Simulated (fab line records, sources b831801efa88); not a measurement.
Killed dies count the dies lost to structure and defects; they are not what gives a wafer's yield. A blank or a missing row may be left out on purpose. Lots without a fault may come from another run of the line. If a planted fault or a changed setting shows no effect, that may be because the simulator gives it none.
What tool caused it? -- flow sfq line -- 7 lots, 21 wafers sampled, at 4 steps of a route of 325

## WHAT THE GAUGES SHOWED, per wafer
SFQ_M1_RS_MEAS_909: uses a four-point probe to measure.
lot,measured,on,M1_NB_RS (ohm/sq)
L473,day 9 16:00,film metro-04,0.896 0.904 0.903
L475,day 10 12:23,film metro-04,0.885 0.878 0.880
L477,day 11 04:06,film metro-04,0.901 0.911 0.897
L483,day 12 11:19,film metro-02,0.896 1.509 1.570
L491,day 14 07:13,film metro-02,0.888 0.905 0.884
L493,day 14 21:25,film metro-01,0.875 0.881 0.879
L495,day 15 08:11,film metro-01,0.902 0.907 0.889

## EACH LOT AND THE TOOL THAT RAN IT (in order: tool; ch and the chambers of the sampled wafers; start)
lot,SFQ_TRILAYER_L0_STRIP_STRIP_009,SFQ_TRILAYER_I0_VIA_STRIP_STRIP_035,SFQ_TRILAYER_M1_DEP_SPUTTER_037
L473,"rie metal-04 ch 0,1, day 3 06:23","rie metal-02 ch 0,1, day 9 15:05","pvd sputter-06, day 9 15:55"
L475,"rie metal-02 ch 0,1, day 3 17:13","rie metal-02 ch 0,1, day 10 11:29","pvd sputter-06, day 10 12:18"
L477,"rie metal-02 ch 0,1, day 4 07:10","rie metal-02 ch 0,1, day 11 03:11","pvd sputter-04, day 11 04:01"
L483,"rie metal-02 ch 0,1, day 5 15:34","rie metal-02 ch 0,1, day 12 10:23","pvd sputter-04, day 12 11:11"
L491,"rie metal-02 ch 0,1, day 7 05:31","rie metal-01 ch 0,1, day 14 06:18","pvd sputter-03, day 14 07:06"
L493,"rie metal-02 ch 0,1, day 7 16:08","rie metal-02 ch 0, day 14 20:30","pvd sputter-04, day 14 21:18"
L495,"rie metal-04 ch 0,1, day 8 00:31","rie metal-03 ch 0,1, day 15 07:18","pvd sputter-03, day 15 08:06"
- SFQ_TRILAYER_L0_STRIP_STRIP_009: strips in O2.
- SFQ_TRILAYER_I0_VIA_STRIP_STRIP_035: strips in O2.
- SFQ_TRILAYER_M1_DEP_SPUTTER_037: material Nb, target thk 200 nm, time 133.3 s.

## THE ANSWER, worked out from the rows above alone
Rule: the usual values come from the lots themselves. Put in order of their means at a reading, lots are off if they are a third of the lots or fewer, leave a main group of 4 or more, and stand apart from it by a gap of 3 or more times the standard deviation of the main group's means; of several such gaps the widest counts. A main group is skipped when, at the precision printed for the reading in the tables above, its means are all equal. Also off: a lot with no number at a reading for which 4 or more lots have one. All remaining lots with rows at the step are treated as sound.
Off: at SFQ_M1_RS_MEAS_909 (M1_NB_RS), L483. Mean 0.892 ohm/sq and standard deviation 0.0097 in the main group.
If a tool, at a process step before that reading, ran all the lots that are off and no sound lot after the first of them, it fits. Those tools and the gauges at SFQ_M1_RS_MEAS_909 are tried in the same way. Of those tried, none fits.

## WHAT THE SIMULATOR HAD INSERTED
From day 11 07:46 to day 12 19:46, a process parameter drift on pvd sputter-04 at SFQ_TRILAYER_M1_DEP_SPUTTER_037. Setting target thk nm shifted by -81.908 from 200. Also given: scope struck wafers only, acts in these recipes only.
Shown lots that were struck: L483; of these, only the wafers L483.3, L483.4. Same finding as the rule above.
